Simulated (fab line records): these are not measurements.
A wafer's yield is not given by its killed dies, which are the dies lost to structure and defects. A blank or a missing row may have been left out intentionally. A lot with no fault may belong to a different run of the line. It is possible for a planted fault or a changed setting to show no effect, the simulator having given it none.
The tool behind it: which one? ; flow gf180mcu ; 24 lots (72 wafers sampled), 1 step of a 602-step route

WHAT THE GAUGES SHOWED, per wafer
GF_MVSD_OVL_MEAS_07. Usual: MVSD_OVL gives -0.6 nm (standard deviation 1.3).
lot;measured;on;MVSD_OVL (nm);flag
L074;day 4 10:08;overlay-01;1.3 -3.0 -0.2;
L075;day 4 18:17;overlay-01;-0.4 -1.9 -1.6;
L076;day 4 22:34;overlay-02;1.5 1.0 2.0;
L077;day 5 04:09;overlay-02;0.3 1.1 1.0;
L078;day 5 09:29;overlay-01;-3.2 -2.7 -3.7;
L079;day 5 13:59;overlay-01;0.5 -0.5 -0.9;
L080;day 5 21:14;overlay-01;0.1 0.6 0.1;
L081;day 6 07:52;overlay-01;-0.7 0.8 -0.7;
L082;day 6 11:44;overlay-01;0.6 -1.2 -0.1;
L083;day 6 15:42;overlay-01;-0.6 -0.2 -3.5;
L084;day 6 19:19;overlay-01;-1.3 0.0 0.3;
L085;day 7 02:36;overlay-01;0.1 -2.6 -0.8;
L086;day 7 07:11;overlay-01;0.4 2.1 0.1;
L087;day 7 12:50;overlay-01;-0.2 -0.6 -1.5;
L088;day 7 18:51;overlay-02;1.1 -1.4 -1.0;
L089;day 8 02:23;overlay-01;-2.4 -2.5 -1.8;
L090;day 8 05:17;overlay-02;-0.7 -0.4 -2.1;
L091;day 8 12:54;overlay-01;-3.9 -1.1 -3.5;
L092;day 8 23:53;overlay-02;-0.8 0.6 0.6;
L093;day 9 01:01;overlay-01;-1.6 -0.7 -2.5;
L094;day 9 09:21;overlay-01;-0.2 0.1 -0.6;
L096;day 9 20:08;overlay-02;1.1 1.8 -1.3;
L095;day 9 20:50;overlay-01;-0.5 0.1 -0.7;
L097;day 10 00:44;overlay-02;-2.1 0.2 -1.7;

WHICH TOOL RAN EACH LOT (tool, then ch and the chambers of the sampled wafers, then the start)
No process step before these readings appears in the record.

WHAT THE TOOLS THEMSELVES READ (means of the sampled wafers that have a number; where no wafer has one, the mark that the record gives instead)
The record holds no such reading with a usual standard deviation.

THE ANSWER, worked out from the rows above alone
Rule: a lot counts as off when the mean over its wafers that have a number is more than 3 standard deviations away from the usual mean. A lot without any number at a reading at which 4 lots or more have one is off too. Any other lot the step has rows for is counted as sound. The gauges are gone through in route order, then the tools' own readings, and for those a lot's mean is taken as printed above. The first step at which some lot is off is used, and at that step the reading that is off furthest; a lot without a number counts as furthest.
No lot is off on any of the readings shown, so nothing can be concluded from this.

WHAT THE SIMULATOR PUT IN
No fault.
